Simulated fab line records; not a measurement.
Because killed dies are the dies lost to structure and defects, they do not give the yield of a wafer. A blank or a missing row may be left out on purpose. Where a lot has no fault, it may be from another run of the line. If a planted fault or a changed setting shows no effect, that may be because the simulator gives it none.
Split-lot study    flow sky130    on a route of 708 steps: 5 lots, 23 wafers read

## ABOUT THE SPLIT
At SKY_METAL2_SPUTTER_01 (material TiN, target thk 20 nm, time 16.7 s), the setting power_w was moved away from the recipe's 6500 W on 7 of the 23 wafers read, by -11.6% to +8.9%. For the rest of the wafers, this setting stayed at what the recipe calls for.

The reading comes from the split's own step.

## THE READING
TiN_of_METAL2_SPUTTER_01.thk_nm (the simulator's own value, which no gauge read), in nm, at SKY_METAL2_SPUTTER_01 (material TiN, target thk 20 nm, time 16.7 s). There is no usual value for it anywhere in the file. Here, 16 wafers ran the recipe; their average is 19.85 nm with a standard deviation of 0.13 nm.

wafer   tool, chamber at the split  power_w as run, W  against the recipe  TiN_of_METAL2_SPUTTER_01.thk_nm, nm  against lot-mates on the recipe
L076.2  pvd_sputter-04, -           5855               -9.9%               17.99                                -1.91
L076.3  pvd_sputter-04, -           6500               recipe              19.89                                -
L076.4  pvd_sputter-04, -           5855               -9.9%               18.11                                -1.79
L076.5  pvd_sputter-04, -           6500               recipe              19.92                                -
L076.6  pvd_sputter-04, -           6500               recipe              19.88                                -
L079.1  pvd_sputter-03, -           6500               recipe              19.78                                -
L079.2  pvd_sputter-03, -           6500               recipe              19.98                                -
L079.3  pvd_sputter-03, -           6500               recipe              19.81                                -
L079.4  pvd_sputter-03, -           6500               recipe              19.85                                -
L079.5  pvd_sputter-03, -           6500               recipe              19.94                                -
L081.1  pvd_sputter-03, -           6500               recipe              19.89                                -
L081.2  pvd_sputter-03, -           6500               recipe              19.87                                -
L081.6  pvd_sputter-03, -           6500               recipe              20.04                                -
L080.1  pvd_sputter-04, -           7079               +8.9%               21.47                                +1.92
L080.3  pvd_sputter-04, -           7079               +8.9%               21.63                                +2.08
L080.4  pvd_sputter-04, -           7079               +8.9%               21.5                                 +1.95
L080.5  pvd_sputter-04, -           6500               recipe              19.55                                -
L080.6  pvd_sputter-04, -           6500               recipe              19.54                                -
L085.1  pvd_sputter-04, -           6500               recipe              19.94                                -
L085.2  pvd_sputter-04, -           6500               recipe              19.89                                -
L085.4  pvd_sputter-04, -           5749               -11.6%              17.47                                -2.40
L085.5  pvd_sputter-04, -           5749               -11.6%              17.61                                -2.26
L085.6  pvd_sputter-04, -           6500               recipe              19.78                                -

FIT RESULTS
A straight line over all 23 wafers: TiN_of_METAL2_SPUTTER_01.thk_nm changes by +0.191 nm for each +1% of power_w; r = +0.99; the points scatter about the line by 0.13 nm.
The same after taking each lot's own level away (the mean of its wafers on the recipe; 23 wafers): +0.206 nm for each +1%; r = +1.00; scatter 0.099 nm.
On that fit, the largest move of power_w shifts the reading by 2.4 nm.
The lots' own levels span 19.545 to 19.933 nm, that is 2.9 times the standard deviation above.
The two slopes are in agreement: the lot-to-lot level therefore moves the slope only a little.
Check: with one of the wafers moved furthest among these (-11.6%) left out of the fit, the line predicts -2.32 nm for it against its lot-mates. It came out at -2.4 nm against them.

## FURTHER SPLITS ON THESE WAFERS
Other splits were also applied to these wafers ahead of the reading. Each is held against what the fit with the lots' levels taken away leaves over:
other split on the same wafers  wafers away from the commonest value  r with TiN_of_METAL2_SPUTTER_01.thk_nm (lot level and that fit taken away)
SKY_VIA1_SPUTTER_20 power_w     8                                     -0.07

## THE FILE'S OWN FIT
TiN_of_METAL2_SPUTTER_01.thk_nm changes by +0.202 nm for each +1% of power_w, r = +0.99.
